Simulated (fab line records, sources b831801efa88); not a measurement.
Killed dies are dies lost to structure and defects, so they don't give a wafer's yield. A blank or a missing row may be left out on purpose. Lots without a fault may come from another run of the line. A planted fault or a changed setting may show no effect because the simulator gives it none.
A struck lot beside a sound one | flow sky130 | 14 steps out of a route of 708
Sound: wafers L444.2, L444.5, L444.6. Struck: wafers L443.3, L443.5, L443.6. The cause comes at the end.
At each step with rows: each side's tool, then ch and its chambers, then its first start. Under that, the readings that differ: sound wafers | struck wafers | difference of the means | sigmas: that difference in standard deviations of wafers without a fault.
alike: readings whose means differ by less than 2 such deviations, and words and numbers that are the same on both sides. not compared: withheld readings, readings that some wafer has no value for, bounds like >300 that may hide the same value, and numbers for which the record gives no deviation and whose values overlap.
The two part at a step that has a row with sigmas, a row that says differs or no value, or rows on one side only. Numbers that don't overlap but have no deviation are shown without sigmas and don't part them. A reading that every wafer of one side lacks parts them only if that side has two wafers or more.

first, 6 steps without rows for these wafers: SKY_DNWELL_COAT_02 (resist thk 3000 nm); SKY_DNWELL_SOFTBAKE_03; SKY_DNWELL_EXPOSE_04 (exposes mask DNM, target cd 3000 nm); SKY_DNWELL_PEB_05; SKY_DNWELL_DEVELOP_06 (develop time 60 s); SKY_DNWELL_IMPLANT_07.
SKY_DNWELL_STRIP_08: strips in O2/N2.
  sound on plasma_asher-04 ch 0,1, day 7 09:10; struck on plasma_asher-04 ch 0,1, day 7 02:56
  alike: chamber_pressure_mTorr, drypump_motor_current_A, oes_product_au, strip_time_to_endpoint_s
  not compared: rf_hours_counter_h
SKY_DNWELL_TW_MEAS_09:
  sound on film_metro-04, day 7 09:16; struck on film_metro-03, day 7 03:01
  alike: DNWELL_TW
then, 4 steps without rows for these wafers: SKY_PWDE_DEHYDRATE_00 (time 60 s); SKY_PWDE_HMDS_01 (prime time 60 s); SKY_PWDE_COAT_02 (resist thk 3000 nm); SKY_PWDE_SOFTBAKE_03.
SKY_PWDE_EXPOSE_04: exposes mask PWDEM, target cd 840 nm.
  sound on iline_stepper-02 ch 0, day 7 20:18; struck on iline_stepper-01, day 7 12:40
  no value came back on the struck wafers for exposure_dose_mJ_cm2, focus_offset_nm (nm), reticle_temp_C (C); on the sound wafers exposure_dose_mJ_cm2 reads 213.76 213.84 213.52
  alike: mask
then, 1 step without rows for these wafers: SKY_PWDE_PEB_05.

WHERE THEY PART
Only at SKY_PWDE_EXPOSE_04, within this record.

WHY: what the simulator had put in
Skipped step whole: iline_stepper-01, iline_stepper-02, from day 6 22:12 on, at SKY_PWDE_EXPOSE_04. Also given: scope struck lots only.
